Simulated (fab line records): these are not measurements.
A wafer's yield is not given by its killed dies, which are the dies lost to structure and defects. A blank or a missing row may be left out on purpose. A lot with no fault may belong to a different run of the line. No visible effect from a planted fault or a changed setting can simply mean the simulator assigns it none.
A single fault, viewed from 2 desks | flow gf180mcu | only its own numbers are on each desk; what lay behind them is given at the end

## FROM THE METROLOGY DESK
Means of the sampled wafers that have a number, per lot and without regard to the tool the lot ran on: this is what the gauges read. If a lot's mean is further than 4 standard deviations from the usual mean, the lot is out of limits and carries the mark OUT (the distance appears in the brackets).
Columns: A = cd_nm at GF_NSD_CD_MEAS_07, usual 400.1 nm; B = CONTACT_CVD_02_THK at GF_CONTACT_THK_MEAS_03, usual 864 nm
lot  | first seen here | A     | B
L381 | day 13 08:19    | 400.3 | 863
L382 | day 13 14:00    | 400.9 | 867
L384 | day 14 07:11    | 396.3 | 860
L385 | day 14 16:24    | 401.9 | 855
L386 | day 15 02:10    | 399.6 | 852
L387 | day 15 04:37    | 401.1 | 874
L388 | day 15 21:22    | 398.2 | 879
L389 | day 16 00:04    | 401.6 | 876
L390 | day 16 06:17    | 397.6 | 856
L393 | day 17 11:35    | 402.9 | 876
L395 | day 18 03:43    | 400.3 | 869
L398 | day 19 04:43    | 398.1 | 879
L399 | day 19 13:08    | 398.1 | 860
L404 | day 21 14:04    | 397.9 | 851
Result from this desk: across the 14 lots, nothing is out of limits.

## AT THE TOOL OWNER'S DESK: pecvd-04
The tool's own readings at GF_SAB_CVD_00 (deposits SiO2 from TEOS, target thk 50 nm, time 4.707 s): means of the sampled wafers that have a number, for each lot that ran on this tool. If a lot's mean is further than 4 standard deviations from the usual mean, the lot is out of limits and carries the mark OUT (the distance appears in the brackets).
Columns: A = heater_power_w at GF_SAB_CVD_00, usual 630 W; B = rf_fwd_power_W at GF_SAB_CVD_00, usual 588 W
lot  | first seen here | A   | B
L382 | day 14 11:32    | 604 | 588
L387 | day 16 03:23    | 534 | 587
L390 | day 17 06:05    | 661 | 584
L398 | day 20 06:21    | 628 | 562 (-7.3) OUT
L399 | day 20 14:10    | 597 | 563 (-7.0) OUT
Finding of this desk: L398, L399 out of limits; the first was L398 at day 20 06:21, on rf_fwd_power_W at GF_SAB_CVD_00. L382, L387, L390 stayed within limits.

## TAKEN TOGETHER
The tool owner's desk had the chance to raise an alarm at day 20 06:21 on L398, L399.
The metrology desk saw nothing out of limits.
The metrology desk holds a record of L398, L399, inside its limits.
GF_SAB_CVD_00 was run on pecvd-04 by each of the lots named.

## WHAT THE SIMULATOR PUT IN
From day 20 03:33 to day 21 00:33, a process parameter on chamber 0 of pecvd-04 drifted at GF_SAB_CVD_00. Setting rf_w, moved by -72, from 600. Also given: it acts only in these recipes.
Lots struck among those shown: L398, L399.
Hours from the fault's start to each desk's first reading out of limits: the tool owner's desk, 3.
